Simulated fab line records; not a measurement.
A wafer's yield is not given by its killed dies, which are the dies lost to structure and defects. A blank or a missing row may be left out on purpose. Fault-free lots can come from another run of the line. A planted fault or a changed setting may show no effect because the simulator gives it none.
Struck lot and sound lot, side by side | flow sky130 | 21 steps out of a route of 708
Sound: these wafers, L261.1, L261.3, L261.6. Struck: wafers L255.2, L255.3. (L255.6 of the same lot was not struck and is left out.) The cause comes at the end.
Each step with rows lists, per side, the tool, then ch with its chambers, then its first start. Under that, the readings that differ: sound wafers | struck wafers | difference of the means | sigmas: that difference in standard deviations of wafers without a fault.
alike: readings whose means differ by less than 2 such deviations, and words and numbers that are the same on both sides. not compared: withheld readings, readings that some wafer has no value for, bounds like >300 that may hide the same value, and numbers for which the record gives no deviation and whose values overlap.
Wherever a step has rows on one side only, a row that says differs or no value, or a row with sigmas, the two part there. Non-overlapping numbers with no deviation appear without sigmas and do not part them. A reading that every wafer of one side lacks parts them only if that side has two wafers or more.

first, 1 step without rows for these wafers: SKY_LDD_LDN_IMPLANT_11.
SKY_LDD_LDN_STRIP_12: strips in O2/N2.
  sound on plasma_asher-03 ch 0,1, day 31 12:33; struck on plasma_asher-01 ch 1, day 25 15:07
  alike: drypump_motor_current_A, n2_flow_sccm, oes_product_au, strip_time_to_endpoint_s
  not compared: rf_hours_counter_h
SKY_LDD_LDN_TW_MEAS_13:
  sound on film_metro-02 at day 31 12:39; struck on film_metro-02 at day 25 15:13
  alike: LDD_LDN_TW
then, 2 steps without rows for these wafers: SKY_LDD_LDN_CLEAN_14 (cleans in SC1/SC2, time 150 s); SKY_SPACER_CVD_00 (deposits Si3N4 from DCS/NH3, target thk 43.1 nm, time 740 s).
SKY_SPACER_THK_MEAS_01:
  sound on film_metro-02 at day 31 14:35; struck on film_metro-03 at day 25 17:23
  alike: SPACER_CVD_00_THK
SKY_SPACER_ETCHBACK_02: etches Si3N4 in CH3F/O2, stops on SiO2, time 46.7 s, target depth 45 nm.
  sound on rie_diel-03 ch 0,3, day 31 14:38; struck on rie_diel-03 ch 1,3, day 25 17:26
  alike: drypump_motor_current_A, oes_product_au, throttle_valve_pct
  not compared: rf_hours_counter_h
then, 5 steps without rows for these wafers: SKY_POLY_CUT_DEHYDRATE_00 (time 60 s); SKY_POLY_CUT_HMDS_01 (prime time 60 s); SKY_POLY_CUT_COAT_02 (resist thk 60 nm); SKY_POLY_CUT_COAT_03 (resist thk 450 nm); SKY_POLY_CUT_SOFTBAKE_04 (time 90 s).
SKY_POLY_CUT_EXPOSE_05: exposes mask NPCM, target cd 270 nm.
  sound on krf_scanner-02 ch 0, day 32 03:52; struck on krf_scanner-02 ch 0, day 26 09:35
  reading               | sound                | struck        | difference | sigmas
  stage_vel_mm_s (mm/s) | 499.68 499.46 499.80 | 500.19 500.61 | +0.75      | +3
  alike: mask, focus_offset_nm
then, 2 steps without rows for these wafers: SKY_POLY_CUT_PEB_06; SKY_POLY_CUT_DEVELOP_07 (develop time 60 s).
SKY_POLY_CUT_CD_MEAS_08 targets a cd of 270 nm.
  sound on cd_sem-01 at day 32 17:55; struck on cd_sem-02 at day 26 23:50
  reading    | sound             | struck      | difference | sigmas
  cd_nm (nm) | 270.1 271.4 270.6 | 268.1 265.4 | -3.9       | -3
SKY_POLY_CUT_OVL_MEAS_09:
  sound on overlay-01 at day 32 18:02; struck on overlay-01 at day 26 23:56
  alike: POLY_CUT_OVL
SKY_POLY_CUT_ETCH_10: etches BARC in N2/H2, stops on SiO2, time 45.9 s, target depth 60 nm.
  sound on rie_diel-01 ch 0,1, day 32 18:04; struck on rie_diel-03 ch 0,2, day 26 23:58
  reading                   | sound             | struck      | difference | sigmas
  model.POLY_CUT.cd_nm (nm) | 270.4 272.2 272.1 | 267.3 265.9 | -5.0       |
  alike: drypump_motor_current_A, n2_flow_sccm, oes_product_au, throttle_valve_pct
  not compared: rf_hours_counter_h
SKY_POLY_CUT_ETCH_11: etches Si3N4 in CF4/CH2F2/Ar, stops on poly-Si, time 42.5 s, target depth 60 nm.
  sound on rie_diel-01 ch 0,1, day 32 18:07; struck on rie_diel-03 ch 0,2, day 27 00:01
  reading                   | sound             | struck      | difference | sigmas
  model.POLY_CUT.cd_nm (nm) | 270.2 272.3 272.1 | 267.1 265.8 | -5.1       |
  alike: drypump_motor_current_A, oes_product_au, throttle_valve_pct
  not compared: rf_hours_counter_h
SKY_POLY_CUT_STRIP_12: strips in O2/N2.
  sound on plasma_asher-04 ch 1, day 32 18:10; struck on plasma_asher-01 ch 1, day 27 00:04
  alike: drypump_motor_current_A, n2_flow_sccm, oes_product_au, strip_time_to_endpoint_s
  not compared: rf_hours_counter_h
-- the record jumps here: 21 days lie between the struck wafers' starts before and after (it left off in module POLY_CUT and takes up again in module PAD_OPEN, whose first step shown is number 708 of the route) --
SKY_PAD_OPEN_PROBE_99:
  only the struck wafers here have rows in the record (prober-02, day 48 11:39); the sound ones have none

== WHERE THEY PART ==
Earliest at SKY_POLY_CUT_EXPOSE_05; latest, in this record, at SKY_PAD_OPEN_PROBE_99.

WHY: whatever the simulator had introduced
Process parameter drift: krf_scanner-02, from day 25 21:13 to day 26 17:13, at SKY_POLY_CUT_EXPOSE_05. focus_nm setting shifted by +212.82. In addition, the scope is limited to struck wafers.
